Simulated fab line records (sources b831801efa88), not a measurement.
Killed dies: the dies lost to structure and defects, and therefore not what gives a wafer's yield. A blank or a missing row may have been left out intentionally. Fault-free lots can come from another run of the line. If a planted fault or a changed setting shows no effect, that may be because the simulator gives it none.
Which tool was responsible? ; flow gf180mcu ; 6 lots with 18 wafers sampled at 3 steps, on a route of 602 steps

WHAT EACH GAUGE READ, for each wafer
GF_CONTACT_THK_MEAS_01.
lot;measured;on;CONTACT_CVD_00_THK (nm)
L501;day 17 13:28;filmMetro-02;308 303 308
L511;day 21 08:44;filmMetro-02;294 150 303 294 150 303
L513;day 21 20:56;filmMetro-02;295 303 296
L515;day 22 12:32;filmMetro-03;302 302 303
L517;day 23 06:37;filmMetro-04;301 303 296
L522;day 24 08:08;filmMetro-04;296 292 299

TOOL THAT RAN EACH LOT (tool first, then ch and the chambers of the sampled wafers, then the start)
lot;GF_SALICIDE_SPUTTER_03;GF_CONTACT_CVD_00
L501;pvdSputter-01, day 17 12:55;hdpcvd-02 ch 0,1,2, day 17 13:25
L511;pvdSputter-04, day 21 08:11;hdpcvd-01 ch 0,1,2, day 21 08:40
L513;pvdSputter-03, day 21 20:22;hdpcvd-01 ch 1,2, day 21 20:52
L515;pvdSputter-01, day 22 11:59;hdpcvd-02 ch 0,1, day 22 12:29
L517;pvdSputter-03, day 23 06:01;hdpcvd-02 ch 0,1,2, day 23 06:32
L522;pvdSputter-04, day 24 07:32;hdpcvd-01 ch 0,1, day 24 08:04
- GF_SALICIDE_SPUTTER_03: material TiN, target thk 20 nm, time 16.7 s.
- GF_CONTACT_CVD_00: deposits SiO2, target thk 300 nm, time 50 s.

THE ANSWER, worked out from the rows above alone
Rule: the lots themselves supply what counts as usual. The widest of any qualifying gaps counts: lots, ordered by their means at a reading, are off when they make up no more than a third of the lots, leave a main group of 4 or more, and stand apart from it by 3 or more times the standard deviation of that group's means. A main group is skipped when, at the precision printed for the reading in the tables above, its means are all equal. Also off: a lot with no number at a reading for which 4 or more lots have one. Where the step has rows for the other lots, those lots are counted as sound.
Off: L511, at GF_CONTACT_THK_MEAS_01 (CONTACT_CVD_00_THK). The main group: mean 300 nm, standard deviation 3.7.
A tool fits if, at a process step before that reading, it ran every lot that is off, and no sound lot after the first of them. Those tools and the gauges at GF_CONTACT_THK_MEAS_01 are tried in the same way. Of those tried, none fits.

WHAT HAD BEEN PUT IN BY THE SIMULATOR
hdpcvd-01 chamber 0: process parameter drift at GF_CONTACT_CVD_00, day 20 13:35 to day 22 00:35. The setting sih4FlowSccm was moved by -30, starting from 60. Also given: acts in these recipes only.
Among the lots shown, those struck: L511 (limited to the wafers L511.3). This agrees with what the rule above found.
